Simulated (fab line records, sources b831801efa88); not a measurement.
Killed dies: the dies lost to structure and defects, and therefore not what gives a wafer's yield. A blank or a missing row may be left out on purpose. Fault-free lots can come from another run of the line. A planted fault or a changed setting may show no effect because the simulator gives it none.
Comparing a struck lot with a sound one	flow sky130	15 steps out of a route of 708
Sound: wafers L164.1, L164.4, L164.5. Struck: wafer L175.2. (L175.4 of the same lot was not struck and is left out.) The cause comes at the end.
For every step that has rows: the tool of each side, followed by ch and its chambers, followed by its first start. Under that, the readings that differ: sound wafers	struck wafers	difference of the means	sigmas: that difference in standard deviations of wafers without a fault.
alike: a reading whose means differ by less than 2 such deviations, as well as words and numbers matching on both sides. not compared: withheld readings; readings where some wafer has no value; bounds like >300 that might hide an equal value; numbers whose values overlap and for which the record gives no deviation.
The two part at a step that has a row with sigmas, a row that says differs or no value, or rows on one side only. Numbers that have no deviation but don't overlap get no sigmas and don't part them. Lack of a reading on every wafer of one side parts them only where that side has two or more wafers.

first, 2 steps without rows for these wafers: SKY_VIA4_PEB_09; SKY_VIA4_DEVELOP_10 (develop time 60 s).
SKY_VIA4_OVL_MEAS_11:
  sound on overlay-01 at day 45 11:04; struck on overlay-01 at day 48 02:10
  alike: VIA4_OVL
SKY_VIA4_ETCH_12: etches SiO2 in C4F8/O2/Ar, stops on TiN, target depth 580 nm.
  sound on rieDiel-03 ch 0,1,2, day 45 11:05; struck on rieDiel-01 ch 0, day 48 02:11
  alike: oesProductAu
SKY_VIA4_STRIP_13: strips in O2/N2.
  sound on plasmaAsher-01 ch 0,1, day 45 11:10; struck on plasmaAsher-04 ch 0, day 48 02:16
  alike: drypumpMotorCurrentA, oesProductAu, stripTimeToEndpointS
  not compared: rfHoursCounterH
then, 3 steps without rows for these wafers: SKY_VIA4_STRIP_14 (strips in post etch residue remover, time 1200 s); SKY_VIA4_CLEAN_15 (cleans in IPA, time 180 s); SKY_VIA4_CLEAN_16 (cleans in O3/DIW).
SKY_VIA4_SPUTTER_17: material TiN, target thk 20 nm, time 80 s.
  sound on pvdSputter-04 at day 45 11:46; struck on pvdSputter-04 at day 48 02:51
reading	sound	struck	difference	sigmas
throttleValvePct (%)	27.6 28.7 27.4	31.0	+3.1	+3
  alike: chamberPressurePa
SKY_VIA4_CVD_18: deposits W, target thk 505 nm, time 152.14 s.
  sound on cvdW-02 ch 1, day 45 11:49; struck on cvdW-01 ch 1, day 48 02:55
reading	sound	struck	difference	sigmas
heaterPowerW (W)	699 707 709	842	+137	+2
SKY_VIA4_RS_MEAS_19: uses a four-point probe to measure.
  sound on filmMetro-02 at day 45 11:58; struck on filmMetro-02 at day 48 03:05
reading	sound	struck	difference	sigmas
VIA4_W_RS (ohm/sq)	0.2321 0.2327 0.2319	0.2237	-0.0085	-3
SKY_VIA4_THK_MEAS_20: measures by xrf.
  sound on filmMetro-02 at day 45 12:05; struck on filmMetro-02 at day 48 03:11
reading	sound	struck	difference	sigmas
VIA4_W_THK (nm)	495 492 496	511	+17	+3
SKY_VIA4_CMP_21: polishes, stops on SiO2, t overpolish 25 s, target thk 0 nm.
  sound on cmp-01 ch 0,1,3, day 45 12:12; struck on cmp-01 ch 3, day 48 03:19
reading	sound	struck	difference	sigmas
overpolishRunS (s)	25.001 25.003 24.988	0.042	-24.955	-99 or more
timeToEndpointS (s)	120 115 124	194	+74	+17
  alike: motorCurrentA, slurryFlowMlMin
SKY_METAL5_SPUTTER_00: material Ti, target thk 15 nm, time 10 s.
  the record has rows for the sound wafers here (pvdSputter-04, day 45 12:27) and none for the struck ones
-- the record jumps here: 2 days lie between the struck wafers' starts before and after (it left off in module METAL5 and takes up again in module PAD_OPEN, whose first step shown is number 708 of the route) --
SKY_PAD_OPEN_PROBE_99:
  sound on prober-02 at day 48 05:23; struck on prober-01 at day 50 12:17
reading	sound	struck	difference	sigmas
defectLimitedYield (%)	80.3 83.5 85.4	0	-83	-46
killed_at_M0_to_M3	50 48 44	33	-14	-2
killed_at_M4_up	3 1 1	422	+420	+99 or more
killedDies	97 81 72	492	+409	+46
killedOnRim	18 19 15	96	+79	+19
sort_bin_3_pad_short (%)	1.0 0.8 1.0	85.4	+84.5	+99 or more
sortNPass	395 411 420	0	-409	-46
sortYieldPct (%)	80.3 83.5 85.4	0	-83	-46
  alike: killedAtContacts, killedAtFrontEnd, killedAtOther, killedOpen, killedShort, sort_bin_5_function, sort_bin_6_memory

## WHERE THEY PART
Last at SKY_PAD_OPEN_PROBE_99 as far as this record goes, first at SKY_VIA4_SPUTTER_17.

WHY: what the simulator had put in
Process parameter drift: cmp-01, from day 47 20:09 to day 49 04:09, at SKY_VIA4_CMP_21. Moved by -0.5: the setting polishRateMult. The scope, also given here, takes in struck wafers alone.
